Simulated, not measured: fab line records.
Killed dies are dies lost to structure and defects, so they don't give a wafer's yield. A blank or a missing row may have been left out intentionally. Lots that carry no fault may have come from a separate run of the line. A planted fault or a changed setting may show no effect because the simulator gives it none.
Check of tool commonality | flow gf180mcu | 12 lots, 39 wafers sampled

## WHY IT WAS OPENED
1 of 12 lots carry a flag on the reading MVSD_TW at GF_MVSD_TW_MEAS_11. No-fault wafers: 1573, standard deviation 12.
Rule: a lot is flagged when every wafer of it that has a number lies more than 4 standard deviations from that mean, or none has a number. The other lots count as sound.

lot  | measured    | on           | MVSD_TW, wafer by wafer | flag
L912 | day 4 21:06 | filmMetro-02 | 1554 1572 1558          | 
L913 | day 5 03:45 | filmMetro-02 | 1557 1573 1570          | 
L916 | day 5 19:14 | filmMetro-01 | 1584 1578 1594          | 
L918 | day 6 07:59 | filmMetro-04 | 1586 1582 1590          | 
L920 | day 6 19:28 | filmMetro-04 | 1587 1583 1581          | 
L921 | day 7 03:00 | filmMetro-04 | 1575 1577 1581          | 
L922 | day 7 07:01 | filmMetro-04 | 1591 1589 1581          | 
L924 | day 7 19:59 | filmMetro-02 | 1568 1560 1561          | 
L925 | day 8 04:31 | filmMetro-02 | 1552 1558 1553          | 
L926 | day 8 06:29 | filmMetro-02 | 1555 1542 1554          | 
L927 | day 8 13:57 | filmMetro-04 | 1562 1565 1555          | 
L931 | day 9 12:08 | filmMetro-04 | 30 30 30 30 30 30       | FLAGGED
On average the flagged lots read 30, which is -1543 against the usual, or -99 or more standard deviations.

## EACH LOT AND THE TOOL IT RAN ON
The record holds 3 process steps before the reading, out of a route of 602 steps. Cell contents, in order: the tool; ch with the chambers the sampled wafers went through; the start.
lot  | flag    | GF_STI_ETCH_13                   | GF_STI_CMP_25                | GF_MVSD_EXPOSE_04
L912 |         | rieDiel-01 ch 0,1, day 2 11:21   | cmp-01 ch 0,1, day 2 13:17   | ilineStepper-01 ch 0, day 4 14:14
L913 |         | rieDiel-03 ch 0,1,3, day 2 16:41 | cmp-02 ch 0,1,2, day 2 18:37 | ilineStepper-02 ch 0, day 4 20:27
L916 |         | rieDiel-01 ch 0,1,2, day 3 08:11 | cmp-01 ch 1,3, day 3 10:44   | ilineStepper-02 ch 0, day 5 12:06
L918 |         | rieDiel-03 ch 0,1,3, day 3 17:40 | cmp-01 ch 0,1,2, day 3 20:26 | ilineStepper-01 ch 0, day 6 00:20
L920 |         | rieDiel-01 ch 1,2,3, day 4 05:00 | cmp-02 ch 1,3, day 4 06:57   | ilineStepper-02 ch 0, day 6 11:26
L921 |         | rieDiel-01 ch 0,1, day 4 10:05   | cmp-01 ch 0,3, day 4 12:18   | ilineStepper-02 ch 0, day 6 18:50
L922 |         | rieDiel-03 ch 0,1, day 4 15:53   | cmp-02 ch 0,1,2, day 4 17:54 | ilineStepper-02 ch 0, day 6 22:34
L924 |         | rieDiel-02 ch 0,2, day 5 01:37   | cmp-01 ch 0,1, day 5 04:41   | ilineStepper-01 ch 0, day 7 11:44
L925 |         | rieDiel-03 ch 0,2, day 5 09:49   | cmp-01 ch 0,3, day 5 11:48   | ilineStepper-01 ch 0, day 7 20:15
L926 |         | rieDiel-03 ch 0,2,3, day 5 11:28 | cmp-01 ch 0,2,3, day 5 13:40 | ilineStepper-01 ch 0, day 7 21:48
L927 |         | rieDiel-03 ch 0,1,3, day 5 16:37 | cmp-02 ch 0,1,2, day 5 18:33 | ilineStepper-01 ch 0, day 8 05:21
L931 | FLAGGED | rieDiel-03 ch 2,3, day 6 14:52   | cmp-01 ch 0,2,3, day 6 16:56 | ilineStepper-01 ch 0, day 9 03:39
These steps, and what they do:
- GF_STI_ETCH_13: etches the open film in CHF3/O2, stops on Si, target depth 282.31 nm, time 112.9 s.
- GF_STI_CMP_25: polishes, stops on Si3N4, t overpolish 33 s, target thk 524.6 nm.
- GF_MVSD_EXPOSE_04: exposes mask MVSD, target cd 1000 nm.
- GF_MVSD_TW_MEAS_11

## FLAGGED AGAINST TOTAL, ONE TOOL AT A TIME (gauges that did the reading follow at the end)
step               | tool            | lots run | flagged | share of the flagged lots | sound lots run after its first flagged lot
GF_STI_ETCH_13     | rieDiel-01      | 4        | 0       | none                      | -
GF_STI_ETCH_13     | rieDiel-02      | 1        | 0       | none                      | -
GF_STI_ETCH_13     | rieDiel-03      | 7        | 1       | all                       | 0
GF_STI_CMP_25      | cmp-01          | 8        | 1       | all                       | 0
GF_STI_CMP_25      | cmp-02          | 4        | 0       | none                      | -
GF_MVSD_EXPOSE_04  | ilineStepper-01 | 7        | 1       | all                       | 0
GF_MVSD_EXPOSE_04  | ilineStepper-02 | 5        | 0       | none                      | -
GF_MVSD_TW_MEAS_11 | filmMetro-01    | 1        | 0       | none                      | -
GF_MVSD_TW_MEAS_11 | filmMetro-02    | 5        | 0       | none                      | -
GF_MVSD_TW_MEAS_11 | filmMetro-04    | 6        | 1       | all                       | 0

## WHAT THE TABLE PERMITS
4 rows of the table ran every flagged lot: rieDiel-03 at GF_STI_ETCH_13, cmp-01 at GF_STI_CMP_25, ilineStepper-01 at GF_MVSD_EXPOSE_04, filmMetro-04 at GF_MVSD_TW_MEAS_11.
- rieDiel-03 at GF_STI_ETCH_13 ran 7 lots, 1 of them flagged. It ran its last sound lot, L927, at day 5 16:37 and its first flagged lot, L931, at day 6 14:52: a fault with its onset between the two fits.
- cmp-01 at GF_STI_CMP_25 ran 8 lots, 1 of them flagged. It ran its last sound lot, L926, at day 5 13:40 and its first flagged lot, L931, at day 6 16:56: a fault with its onset between the two fits.
- ilineStepper-01 at GF_MVSD_EXPOSE_04 ran 7 lots, 1 of them flagged. It ran its last sound lot, L927, at day 8 05:21 and its first flagged lot, L931, at day 9 03:39: a fault with its onset between the two fits.
- filmMetro-04 at GF_MVSD_TW_MEAS_11 ran 6 lots, 1 of them flagged. It ran its last sound lot, L927, at day 8 13:57 and its first flagged lot, L931, at day 9 12:08: a fault with its onset between the two fits.
A lot count leaves these 4 tools indistinguishable: every one of them fits a fault beginning at some hour. More lots, or a look at what each step does to the wafer, might.

## WHAT HAD BEEN PUT IN BY THE SIMULATOR
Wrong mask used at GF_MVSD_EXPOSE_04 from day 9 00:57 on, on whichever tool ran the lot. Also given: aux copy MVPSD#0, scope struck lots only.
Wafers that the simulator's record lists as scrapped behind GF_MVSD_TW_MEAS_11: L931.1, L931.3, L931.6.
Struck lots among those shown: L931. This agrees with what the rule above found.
